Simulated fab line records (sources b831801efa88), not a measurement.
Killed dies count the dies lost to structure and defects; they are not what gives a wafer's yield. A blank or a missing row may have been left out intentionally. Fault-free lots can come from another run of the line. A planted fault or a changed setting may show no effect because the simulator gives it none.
Chamber matching / flow sky130 / rieDiel-02 running SKY_VIA3_ETCH_14: 4 sister chambers
The step etches BARC in N2/H2, stops on SiO2, time 45.9 s, target depth 60 nm. 30 wafers are shown with their chamber, then 12 later ones without.

== WAFERS PAIRED WITH THEIR CHAMBERS ==
wafer=L074.2; chamber=1; drypumpMotorCurrentA (A)=5.7; throttleValvePct (%)=13.208; oesProductAu (a.u.)=0.860
wafer=L074.3; chamber=0; drypumpMotorCurrentA (A)=5.4; throttleValvePct (%)=13.229; oesProductAu (a.u.)=0.860
wafer=L074.4; chamber=3; drypumpMotorCurrentA (A)=5.5; throttleValvePct (%)=13.224; oesProductAu (a.u.)=0.864
wafer=L075.1; chamber=2; drypumpMotorCurrentA (A)=5.3; throttleValvePct (%)=13.236; oesProductAu (a.u.)=0.860
wafer=L075.2; chamber=3; drypumpMotorCurrentA (A)=5.5; throttleValvePct (%)=13.232; oesProductAu (a.u.)=0.859
wafer=L075.3; chamber=1; drypumpMotorCurrentA (A)=5.6; throttleValvePct (%)=13.228; oesProductAu (a.u.)=0.853
wafer=L075.4; chamber=0; drypumpMotorCurrentA (A)=5.4; throttleValvePct (%)=13.223; oesProductAu (a.u.)=0.857
wafer=L075.5; chamber=1; drypumpMotorCurrentA (A)=5.6; throttleValvePct (%)=13.229; oesProductAu (a.u.)=0.853
wafer=L075.6; chamber=0; drypumpMotorCurrentA (A)=5.5; throttleValvePct (%)=13.226; oesProductAu (a.u.)=0.857
wafer=L076.1; chamber=2; drypumpMotorCurrentA (A)=5.3; throttleValvePct (%)=13.235; oesProductAu (a.u.)=0.846
wafer=L076.2; chamber=1; drypumpMotorCurrentA (A)=5.7; throttleValvePct (%)=13.235; oesProductAu (a.u.)=0.860
wafer=L076.6; chamber=3; drypumpMotorCurrentA (A)=5.5; throttleValvePct (%)=13.208; oesProductAu (a.u.)=0.860
wafer=L077.1; chamber=0; drypumpMotorCurrentA (A)=5.5; throttleValvePct (%)=13.214; oesProductAu (a.u.)=0.851
wafer=L077.5; chamber=3; drypumpMotorCurrentA (A)=5.5; throttleValvePct (%)=13.222; oesProductAu (a.u.)=0.862
wafer=L077.6; chamber=0; drypumpMotorCurrentA (A)=5.5; throttleValvePct (%)=13.220; oesProductAu (a.u.)=0.851
wafer=L078.1; chamber=3; drypumpMotorCurrentA (A)=5.5; throttleValvePct (%)=13.225; oesProductAu (a.u.)=0.851
wafer=L078.2; chamber=0; drypumpMotorCurrentA (A)=5.4; throttleValvePct (%)=13.228; oesProductAu (a.u.)=0.855
wafer=L078.3; chamber=1; drypumpMotorCurrentA (A)=5.7; throttleValvePct (%)=13.225; oesProductAu (a.u.)=0.853
wafer=L082.2; chamber=0; drypumpMotorCurrentA (A)=5.4; throttleValvePct (%)=13.211; oesProductAu (a.u.)=0.851
wafer=L082.5; chamber=2; drypumpMotorCurrentA (A)=5.3; throttleValvePct (%)=13.222; oesProductAu (a.u.)=0.864
wafer=L082.6; chamber=3; drypumpMotorCurrentA (A)=5.5; throttleValvePct (%)=13.229; oesProductAu (a.u.)=0.858
wafer=L087.2; chamber=2; drypumpMotorCurrentA (A)=5.3; throttleValvePct (%)=13.246; oesProductAu (a.u.)=0.857
wafer=L087.4; chamber=3; drypumpMotorCurrentA (A)=5.5; throttleValvePct (%)=13.231; oesProductAu (a.u.)=0.849
wafer=L087.5; chamber=0; drypumpMotorCurrentA (A)=5.4; throttleValvePct (%)=13.218; oesProductAu (a.u.)=0.852
wafer=L088.1; chamber=0; drypumpMotorCurrentA (A)=5.4; throttleValvePct (%)=13.227; oesProductAu (a.u.)=0.852
wafer=L088.4; chamber=2; drypumpMotorCurrentA (A)=5.3; throttleValvePct (%)=13.226; oesProductAu (a.u.)=0.857
wafer=L088.5; chamber=2; drypumpMotorCurrentA (A)=5.3; throttleValvePct (%)=13.228; oesProductAu (a.u.)=0.851
wafer=L089.2; chamber=2; drypumpMotorCurrentA (A)=5.2; throttleValvePct (%)=13.204; oesProductAu (a.u.)=0.848
wafer=L089.5; chamber=3; drypumpMotorCurrentA (A)=5.5; throttleValvePct (%)=13.207; oesProductAu (a.u.)=0.855
wafer=L089.6; chamber=2; drypumpMotorCurrentA (A)=5.3; throttleValvePct (%)=13.236; oesProductAu (a.u.)=0.852

SIGNATURES, as means of the wafers listed above
reading=drypumpMotorCurrentA; chamber 0=5.433; chamber 1=5.660; chamber 2=5.287; chamber 3=5.500; scatter within a chamber=0.0396
reading=throttleValvePct; chamber 0=13.22178; chamber 1=13.22500; chamber 2=13.22912; chamber 3=13.22225; scatter within a chamber=0.00984
reading=oesProductAu; chamber 0=0.85400; chamber 1=0.85580; chamber 2=0.85437; chamber 3=0.85725; scatter within a chamber=0.00483
Rule: for a wafer and a chamber, the distance is found by dividing, reading by reading, the gap between the wafer's reading and the chamber's mean by the reading's scatter, squaring, summing and taking the root. The wafer belongs to the nearest chamber; if the next one is less than 2 further off, it can't be placed. How the scatter is found: for the shown wafers, subtract from each reading the mean of its chamber, square and add these, divide the total by (wafers less chambers), then take the root.

== WAFERS WITHOUT THEIR CHAMBER ==
wafer=L091.1; drypumpMotorCurrentA (A)=5.5; throttleValvePct (%)=13.223; oesProductAu (a.u.)=0.858
wafer=L091.3; drypumpMotorCurrentA (A)=5.3; throttleValvePct (%)=13.245; oesProductAu (a.u.)=0.856
wafer=L091.5; drypumpMotorCurrentA (A)=5.4; throttleValvePct (%)=13.223; oesProductAu (a.u.)=0.851
wafer=L093.1; drypumpMotorCurrentA (A)=5.3; throttleValvePct (%)=13.225; oesProductAu (a.u.)=0.856
wafer=L093.2; drypumpMotorCurrentA (A)=5.5; throttleValvePct (%)=13.221; oesProductAu (a.u.)=0.858
wafer=L093.3; drypumpMotorCurrentA (A)=5.6; throttleValvePct (%)=13.229; oesProductAu (a.u.)=0.855
wafer=L093.4; drypumpMotorCurrentA (A)=5.6; throttleValvePct (%)=13.217; oesProductAu (a.u.)=0.861
wafer=L093.5; drypumpMotorCurrentA (A)=5.2; throttleValvePct (%)=13.220; oesProductAu (a.u.)=0.847
wafer=L093.6; drypumpMotorCurrentA (A)=5.7; throttleValvePct (%)=13.225; oesProductAu (a.u.)=0.853
wafer=L095.3; drypumpMotorCurrentA (A)=5.4; throttleValvePct (%)=13.227; oesProductAu (a.u.)=0.858
wafer=L095.4; drypumpMotorCurrentA (A)=5.3; throttleValvePct (%)=13.214; oesProductAu (a.u.)=0.854
wafer=L095.5; drypumpMotorCurrentA (A)=5.3; throttleValvePct (%)=13.222; oesProductAu (a.u.)=0.849

== WHICH CHAMBER EACH WENT THROUGH ==
wafer=L091.1; from the rows above=can't be placed: 3 or 0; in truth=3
wafer=L091.3; from the rows above=2; in truth=2
wafer=L091.5; from the rows above=can't be placed: 0 or 3 or 2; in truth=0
wafer=L093.1; from the rows above=2; in truth=2
wafer=L093.2; from the rows above=can't be placed: 3 or 0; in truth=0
wafer=L093.3; from the rows above=can't be placed: 1 or 3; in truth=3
wafer=L093.4; from the rows above=can't be placed: 1 or 3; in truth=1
wafer=L093.5; from the rows above=2; in truth=2
wafer=L093.6; from the rows above=1; in truth=1
wafer=L095.3; from the rows above=can't be placed: 0 or 3 or 2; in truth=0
wafer=L095.4; from the rows above=can't be placed: 2 or 0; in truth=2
wafer=L095.5; from the rows above=2; in truth=2
Correctly placed: 5 of 12. Can't be placed from these rows: 7 (the true chamber is among the candidates in 7). 0 placed wrongly.
